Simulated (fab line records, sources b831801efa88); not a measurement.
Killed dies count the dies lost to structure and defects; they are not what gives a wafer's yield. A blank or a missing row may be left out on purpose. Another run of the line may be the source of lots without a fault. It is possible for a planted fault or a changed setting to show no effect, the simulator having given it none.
fab line records | flow sky130
record lots=12 wafers=36 lastDay=51
route steps=708 shown LDD_LDN@301 POLY_CUT@319 SD_N@353 LI_CONTACT@377 PAD_OPEN@708
lots with no fault: from the same line, run without faults
startH: hours from the record's first day to the start of the lot's first wafer shown | waitH: how many hours have passed since the lot's step before this one | " the same as in the row above | L1.1+2: several wafers, shown together as one row | - no value present, or no start provided | * or withheld: withheld | < > ~ a bound
route shown NAME@n: a module of which the file shows steps, and the number in the route of the first | usual: mean/standard deviation taken from wafers without a fault | same: alike in all rows | chamber/n: place in a boat | sites: the reading at each site | _std_site: the values' standard deviation | _edge_site: outer sites' mean less inner sites' | radiusMm: for every site, how far away it sits from the centre of the wafer | mask NAME#n: copy n | behind: the tool/chamber that last shaped the wafer | hold: the reason the lot was held/the length of the hold in hours/how it ended | device: names the non-switching transistor (n, p or np) | end of line: at the end of the route, the tests of the same wafers | a step without rows: its recipe alone | killed: dies lost to structure and defects at the first sort, not the wafer's yield | map: the dies of a wafer, with x for killed, . for not killed, _ for no die there
set.NAME: the run value of the setting; set.NAME@STEP: its run value at that earlier step | model.NAME: the simulator's own value behind a step, which no gauge read
a sample of lots followed through the steps of the route, with each step as a table and each wafer as a row
services: when a tool's chamber went out of use (startH, in hours from the record's first day, below 0 if earlier), for how many hours, and the reason
## steps
# step SKY_LDD_LDN_STRIP_12
# recipe chemistry=O2/N2 powerW=1400 pressureMtorr=1500 platenTempC=withheld o2FlowSccm=3000 n2FlowSccm=300 overashFraction=0.5
# usual drypumpMotorCurrentA=5.76/0.27 o2FlowSccm=3000/8.3 oesProductAu=0.716/0.0046 stripTimeToEndpointS=14.17/0.036
# columns lot.wafer tool chamber startH waitH drypumpMotorCurrentA o2FlowSccm oesProductAu rfHoursCounterH stripTimeToEndpointS
L690.2 plasmaAsher-04 1 552.63 0.1 5.74 2991 0.709 43 14.20
L690.4 " 1 " " 5.77 3006 0.714 - 14.15
L690.5 " 0 " " 6.01 2994 0.718 - 14.19
L694.4 plasmaAsher-04 1 586.63 0.1 5.81 3010 0.720 - 14.16
L694.5 " 0 " " 6.04 2994 0.719 - 14.21
L694.6 " 1 " " 5.80 3002 0.715 - 14.20
L696.2 plasmaAsher-04 1 597.69 0.1 5.79 2981 0.713 48 14.15
L696.4 " 1 " " 5.78 2998 0.726 - 14.15
L696.5 " 1 " " 5.77 2999 0.715 - 14.13
L699.1 plasmaAsher-04 1 625.85 0.1 5.78 3002 0.718 50 14.12
L699.5 " 0 " " 6.04 2977 0.723 - 14.15
L699.6 " 1 " " 5.77 3004 0.716 - 14.19
L700.1 plasmaAsher-04 0 631.85 0.1 6.02 3008 0.715 51 14.19
L700.3 " 1 " " 5.77 3000 0.711 - 14.18
L700.4 " 0 " " 6.01 2997 0.714 - 14.20
L705.1 plasmaAsher-02 0 678.05 0.1 5.98 2993 0.716 86 14.20
L705.2 " 1 " " 5.74 3001 0.721 86 14.19
L705.3 " 1 " " 5.74 3013 0.703 - 14.21
L706.4 plasmaAsher-03 0 680.21 0.1 5.85 2992 0.699 - 14.16
L706.5 " 1 " " 5.19 3012 0.716 - 14.16
L706.6 " 0 " " 5.83 2989 0.728 - 14.19
L707.2 plasmaAsher-03 1 689.25 0.1 5.18 3009 0.721 28 14.19
L707.3 " 1 " " 5.19 3002 0.718 - 14.14
L707.6 " 0 " " 5.83 3007 0.716 - 14.14
L710.3 plasmaAsher-03 1 709.28 0.1 5.21 2987 0.711 - 14.17
L710.5 " 0 " " 5.86 2987 0.716 - 14.13
L710.6 " 1 " " 5.24 2984 0.722 - 14.12
L711.1 plasmaAsher-04 0 723.54 0.1 6.05 2997 0.717 59 14.15
L711.4 " 1 " " 5.76 3001 0.717 - 14.20
L711.5 " 1 " " 5.76 3005 0.716 - 14.18
L712.2 plasmaAsher-03 1 726.88 0.1 5.22 2988 0.717 32 14.17
L712.4 " 0 " " 5.76 3006 0.720 - 14.18
L712.5 " 1 " " 5.20 2997 0.716 - 14.21
L713.2 plasmaAsher-02 0 736.75 0.1 5.99 2999 0.715 93 14.12
L713.5 " 1 " " 5.73 3005 0.716 - 14.14
L713.6 " 0 " " 5.95 2994 0.713 - 14.12
# step SKY_POLY_CUT_STRIP_12
# recipe chemistry=O2/N2 powerW=1400 pressureMtorr=1500 platenTempC=withheld o2FlowSccm=3000 n2FlowSccm=300 overashFraction=0.5
# usual drypumpMotorCurrentA=5.71/0.24 o2FlowSccm=2998/8.9 oesProductAu=0.453/0.0042 stripTimeToEndpointS=5.357/0.014
# columns lot.wafer tool chamber startH waitH drypumpMotorCurrentA o2FlowSccm oesProductAu rfHoursCounterH stripTimeToEndpointS
L690.2 plasmaAsher-01 0 585.25 0.0 5.57 3011 0.451 92 5.367
L690.4 " 1 " " 5.76 3013 0.445 - 5.355
L690.5 " 1 " " 5.71 2993 0.448 - 5.373
L694.4 plasmaAsher-01 1 618.14 0.1 5.73 2995 0.459 - 5.365
L694.5 " 0 " " 5.58 2998 0.451 - 5.350
L694.6 " 1 " " 5.74 3007 0.456 - 5.358
L696.2 plasmaAsher-04 0 628.78 0.0 6.02 2992 0.449 51 5.361
L696.4 " 0 " " 6.01 2997 0.454 - 5.366
L696.5 " 1 " " 5.78 3006 0.458 - 5.356
L699.1 plasmaAsher-03 0 656.80 0.0 5.81 2998 0.457 24 5.390
L699.5 " 1 " " 5.19 2993 0.452 - 5.351
L699.6 " 0 " " 5.80 2992 0.451 - 5.348
L700.1 plasmaAsher-04 0 663.15 0.0 6.03 3002 0.453 54 5.388
L700.3 " 0 " " 6.06 2991 0.445 - 5.368
L700.4 " 1 " " 5.75 2990 0.456 - 5.357
L705.1 plasmaAsher-03 0 708.55 0.0 5.82 2984 0.454 29 5.337
L705.2 " 1 " " 5.21 2987 0.454 29 5.341
L705.3 " 0 " " 5.84 3001 0.452 - 5.355
L706.4 plasmaAsher-03 1 711.49 0.1 5.21 2991 0.454 - 5.338
L706.5 " 0 " " 5.82 2988 0.455 - 5.342
L706.6 " 1 " " 5.19 2987 0.464 - 5.348
L707.2 plasmaAsher-03 0 718.80 0.0 5.80 2991 0.448 31 5.360
L707.3 " 1 " " 5.20 3001 0.458 - 5.349
L707.6 " 0 " " 5.81 3006 0.453 - 5.376
L710.3 plasmaAsher-04 1 741.94 0.1 5.76 3010 0.458 - 5.354
L710.5 " 0 " " 6.03 3009 0.456 - 5.356
L710.6 " 1 " " 5.78 3006 0.448 - 5.405
L711.1 plasmaAsher-04 0 755.58 0.0 6.01 2977 0.446 62 5.344
L711.4 " 0 " " 6.05 2987 0.455 - 5.355
L711.5 " 1 " " 5.77 3000 0.460 - 5.372
L712.2 plasmaAsher-03 0 757.50 0.0 5.86 3006 0.461 35 5.358
L712.4 " 0 " " 5.85 3018 0.454 - 5.375
L712.5 " 0 " " 5.82 3002 0.458 - 5.384
L713.2 plasmaAsher-01 0 767.33 0.0 5.57 2996 0.456 2 5.365
L713.5 " 1 " " 5.75 3012 0.456 - 5.351
L713.6 " 0 " " 5.57 2983 0.448 - 5.356
# step SKY_SD_N_STRIP_11
# recipe chemistry=O2/N2 powerW=1420 pressureMtorr=1500 platenTempC=withheld o2FlowSccm=3000 n2FlowSccm=300 overashFraction=0.5
# usual drypumpMotorCurrentA=5.74/0.28 o2FlowSccm=3000/8.3 oesProductAu=0.531/0.0045 stripTimeToEndpointS=22.29/0.041
# columns lot.wafer tool chamber startH waitH drypumpMotorCurrentA o2FlowSccm oesProductAu rfHoursCounterH stripTimeToEndpointS
L690.2 plasmaAsher-03 1 674.95 0.1 5.22 2998 0.530 25 22.28
L690.4 " 0 " " 5.82 3013 0.531 - 22.34
L690.5 " 1 " " 5.19 2995 0.532 - 22.27
L694.4 plasmaAsher-02 1 706.60 0.1 5.75 2997 0.526 - 22.30
L694.5 " 1 " " 5.74 2996 0.531 - 22.30
L694.6 " 0 " " 5.93 2992 0.531 - 22.24
L696.2 plasmaAsher-02 0 716.15 0.1 5.97 2997 0.530 91 22.25
L696.4 " 1 " " 5.74 3007 0.530 - 22.29
L696.5 " 1 " " 5.76 2990 0.525 - 22.29
L699.1 plasmaAsher-02 1 743.82 0.1 5.70 2997 0.536 94 22.28
L699.5 " 1 " " 5.71 3010 0.523 - 22.35
L699.6 " 0 " " 5.96 3003 0.527 - 22.36
L700.1 plasmaAsher-02 0 749.75 0.1 5.99 3010 0.526 95 22.33
L700.3 " 0 " " 5.98 3008 0.532 - 22.36
L700.4 " 1 " " 5.68 3013 0.540 - 22.33
L705.1 plasmaAsher-02 0 794.27 0.1 5.95 3590 0.537 99 21.99
L705.2 " 1 " " 5.72 2990 0.531 99 22.26
L705.3 " 0 " " 5.96 3605 0.531 - 22.02
L706.4 plasmaAsher-04 0 797.28 0.1 6.03 3005 0.537 - 22.28
L706.5 " 1 " " 5.77 3002 0.536 - 22.33
L706.6 " 0 " " 6.03 2992 0.531 - 22.27
L707.2 plasmaAsher-02 0 804.57 0.1 5.96 3604 0.536 100 22.08
L707.3 " 1 " " 5.70 3006 0.530 - 22.39
L707.6 " 1 " " 5.75 2997 0.539 - 22.38
L710.3 plasmaAsher-03 1 825.15 0.1 5.18 2999 0.527 - 22.30
L710.5 " 1 " " 5.20 3002 0.527 - 22.28
L710.6 " 0 " " 5.87 2999 0.525 - 22.31
L711.1 plasmaAsher-04 0 839.17 0.1 6.01 2987 0.530 73 22.32
L711.4 " 0 " " 6.06 2996 0.531 - 22.36
L711.5 " 0 " " 6.04 2995 0.522 - 22.35
L712.2 plasmaAsher-03 0 839.82 0.1 5.86 2990 0.531 43 22.29
L712.4 " 1 " " 5.19 3001 0.536 - 22.31
L712.5 " 0 " " 5.82 2999 0.531 - 22.33
L713.2 plasmaAsher-03 1 850.55 0.1 5.20 3012 0.535 44 22.27
L713.5 " 1 " " 5.19 3007 0.531 - 22.28
L713.6 " 0 " " 5.83 2985 0.534 - 22.21
# step SKY_LI_CONTACT_ETCH_15
# recipe target=PSG chemistry=C4F8/O2/Ar stopOn=Si taperDeg=4.15 maskMaterial=KrF-thick sourceW=1500 biasW=1200 pressureMtorr=40 c4f8FlowSccm=withheld O2_flow_sccm=6 Ar_flow_sccm=300 timeS=withheld targetDepthA=6000
# usual oesProductAu=0.837/0.0046
# columns lot.wafer tool chamber startH waitH oesProductAu
L690.2 rieDiel-01 3 705.21 0.0 0.836
L690.4 " 1 " " 0.829
L690.5 " 2 " " 0.836
L694.4 rieDiel-04 1 737.09 0.0 0.838
L694.5 " 0 " " 0.837
L694.6 " 1 " " 0.833
L696.2 rieDiel-03 3 746.16 0.0 0.837
L696.4 " 2 " " 0.826
L696.5 " 3 " " 0.835
L699.1 rieDiel-03 3 772.86 0.0 0.846
L699.5 " 1 " " 0.835
L699.6 " 2 " " 0.834
L700.1 rieDiel-03 2 779.36 0.0 0.837
L700.3 " 3 " " 0.836
L700.4 " 1 " " 0.841
L705.1 rieDiel-01 2 822.79 0.0 0.835
L705.2 " 1 " " 0.842
L705.3 " 3 " " 0.832
L706.4 rieDiel-04 1 826.33 0.0 0.829
L706.5 " 2 " " 0.836
L706.6 " 3 " " 0.840
L707.2 rieDiel-01 1 833.31 0.0 0.836
L707.3 " 3 " " 0.829
L707.6 " 2 " " 0.829
L710.3 rieDiel-01 1 853.46 0.0 0.831
L710.5 " 2 " " 0.836
L710.6 " 3 " " 0.838
L711.1 rieDiel-01 0 867.36 0.0 0.840
L711.4 " 1 " " 0.833
L711.5 " 0 " " 0.834
L712.2 rieDiel-03 1 868.14 0.0 0.840
L712.4 " 3 " " 0.836
L712.5 " 0 " " 0.844
L713.2 rieDiel-03 0 878.61 0.0 0.836
L713.5 " 1 " " 0.842
L713.6 " 0 " " 0.837
# step SKY_PAD_OPEN_PROBE_99
# usual killed_at_M0_to_M3=43/6.8 killed_at_M4_up=3.3/1.9 killedAtContacts=24/5.3 killedAtFrontEnd=14/4.3 killedAtOther=0.3/0.62 killedDies=85/9.8 killedOpen=46/8 killedShort=39/5.9
# same grossDies=492 killedAtBackSide=0
# columns lot.wafer tool chamber startH waitH killed_at_M0_to_M3 killed_at_M4_up killedAtContacts killedAtFrontEnd killedAtOther killedDies killedOpen killedShort
L699.1 prober-02 - 1156.43 0.1 50 1 35 18 1 105 59 46
L699.5 prober-02 - 1156.63 0.2 47 1 26 17 0 91 41 50
L699.6 prober-02 - 1156.68 0.2 36 1 23 25 0 85 44 41
L707.2 prober-02 - 1198.16 0.1 38 4 18 14 0 74 41 33
L707.3 prober-02 - 1198.21 0.2 38 4 25 14 0 81 37 44
L707.6 prober-02 - 1198.36 0.2 47 2 25 2 0 76 43 33
L712.2 prober-01 - 1220.22 0.1 39 4 32 14 1 90 48 42
L712.4 prober-01 - 1220.32 0.2 44 0 24 17 0 85 42 43
L712.5 prober-01 - 1220.37 0.2 38 5 16 16 0 75 38 37
# killed by level:class
L699.1 CONTACT:geometricParticle:open=14 VIA1:geometricParticle:short=9 VIA2:geometricParticle:open=9 VIA1:geometricParticle:open=8 LI_CONTACT:geometricParticle:open=7 FIELD_ISO:geometricParticle:open=5 METAL1:geometricParticle:short=5 CONTACT:geometricParticle:short=5
L699.5 CONTACT:geometricParticle:open=11 POLY_GATE:geometricParticle:short=8 METAL1:geometricParticle:short=8 VIA1:geometricParticle:short=7 LI_CONTACT:geometricParticle:open=6 VIA2:geometricParticle:short=5 VIA2:geometricParticle:open=5 VIA3:geometricParticle:short=5
L699.6 VIA1:geometricParticle:open=10 CONTACT:geometricParticle:open=9 POLY_GATE:geometricParticle:open=7 CONTACT:geometricParticle:short=7 POLY_GATE:geometricParticle:short=6 METAL2:geometricParticle:short=5 METAL1:geometricParticle:short=5 VIA2:geometricParticle:open=5
L707.2 VIA1:geometricParticle:open=16 CONTACT:geometricParticle:open=5 FIELD_ISO:geometricParticle:open=4 POLY_GATE:geometricParticle:open=4 CONTACT:geometricParticle:short=4 METAL1:geometricParticle:short=4 METAL2:geometricParticle:short=4 POLY_GATE:geometricParticle:short=3
L707.3 VIA2:geometricParticle:open=9 CONTACT:geometricParticle:short=8 METAL3:geometricParticle:short=7 LI_CONTACT:geometricParticle:open=6 LI_CONTACT:geometricParticle:short=5 VIA1:geometricParticle:open=5 VIA3:geometricParticle:open=5 FIELD_ISO:geometricParticle:short=4
L707.6 CONTACT:geometricParticle:open=12 VIA1:geometricParticle:open=10 METAL2:geometricParticle:short=9 VIA2:geometricParticle:open=8 VIA3:geometricParticle:short=6 VIA3:geometricParticle:open=5 CONTACT:geometricParticle:short=4 LI_CONTACT:geometricParticle:open=3
L712.2 LI_CONTACT:geometricParticle:open=10 CONTACT:geometricParticle:open=8 VIA2:geometricParticle:open=8 METAL1:geometricParticle:short=7 METAL2:geometricParticle:short=6 LOCAL_INTERCONNECT:geometricParticle:short=5 FIELD_ISO:geometricParticle:short=4 POLY_GATE:geometricParticle:open=4
L712.4 CONTACT:geometricParticle:short=8 VIA1:geometricParticle:open=7 VIA2:geometricParticle:short=6 FIELD_ISO:geometricParticle:open=5 FIELD_ISO:geometricParticle:short=5 CONTACT:geometricParticle:open=5 VIA3:geometricParticle:open=5 LI_CONTACT:geometricParticle:open=4
L712.5 VIA1:geometricParticle:open=9 POLY_GATE:geometricParticle:open=6 CONTACT:geometricParticle:open=6 VIA1:geometricParticle:short=6 METAL2:geometricParticle:short=5 LI_CONTACT:geometricParticle:open=4 METAL4:geometricParticle:short=4 VIA3:geometricParticle:short=4
## services
# columns tool chamber startH hours kind
rieDiel-04 - 539.77 14.6 pm
rieDiel-03 3 544.26 5.0 repair
rieDiel-03 3 549.30 - clean
rieDiel-03 3 549.30 18.6 scheduledDown
plasmaAsher-01 - 553.92 1.5 repair
rieDiel-04 - 562.54 0.4 repair
plasmaAsher-01 - 624.99 2.8 pm
plasmaAsher-03 - 645.12 1.2 repair
rieDiel-01 0 668.64 9.2 repair
plasmaAsher-01 - 678.81 9.9 repair
rieDiel-01 1 694.34 3.4 repair
rieDiel-03 - 697.89 2.8 pm
plasmaAsher-04 - 702.09 12.3 repair
plasmaAsher-01 - 729.63 2.9 repair
rieDiel-03 - 730.20 14.6 pm
plasmaAsher-01 - 733.75 9.0 pm
rieDiel-04 0 744.00 1.5 repair
rieDiel-04 0 761.38 2.3 repair
plasmaAsher-02 - 785.71 4.5 repair
rieDiel-01 - 814.32 1.2 repair
plasmaAsher-01 - 820.74 14.6 pm
plasmaAsher-03 - 828.14 3.8 repair
rieDiel-01 - 850.39 0.8 repair
plasmaAsher-03 - 855.61 7.6 repair
## key
firstSign step=SKY_SD_N_STRIP_11 reading=o2FlowSccm direction=up sigmas=72 usual=3000 struck=3600
effect step=SKY_SD_N_STRIP_11 reading=stripTimeToEndpointS direction=down sigmas=6.4 usual=* struck=*
metAt SKY_SD_N_STRIP_11
struckLots L705,L707
struckWafers L705.1,L705.3,L707.2
testerLeftOut L705,L707
notActingAt SKY_LDD_LDN_STRIP_12,SKY_POLY_CUT_STRIP_12,SKY_LI_CONTACT_ETCH_15
onsetBetween 749.75 794.27
fault kind=processParameterDrift tool=plasmaAsher-02 chamber=0 onsetH=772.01 steps=SKY_SD_N_STRIP_11 channel=o2FlowSccm offset=600 shape=step endH=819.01 actsIn=theseRecipesOnly stated=3000
# testerLeftOut: of these lots the tester's yield and bins aren't shown, on N5 and GAA mostly nor the transistor test; their killed dies are dies lost to structure and defects alone, not to doping, threshold or leakage, so they don't give the yield
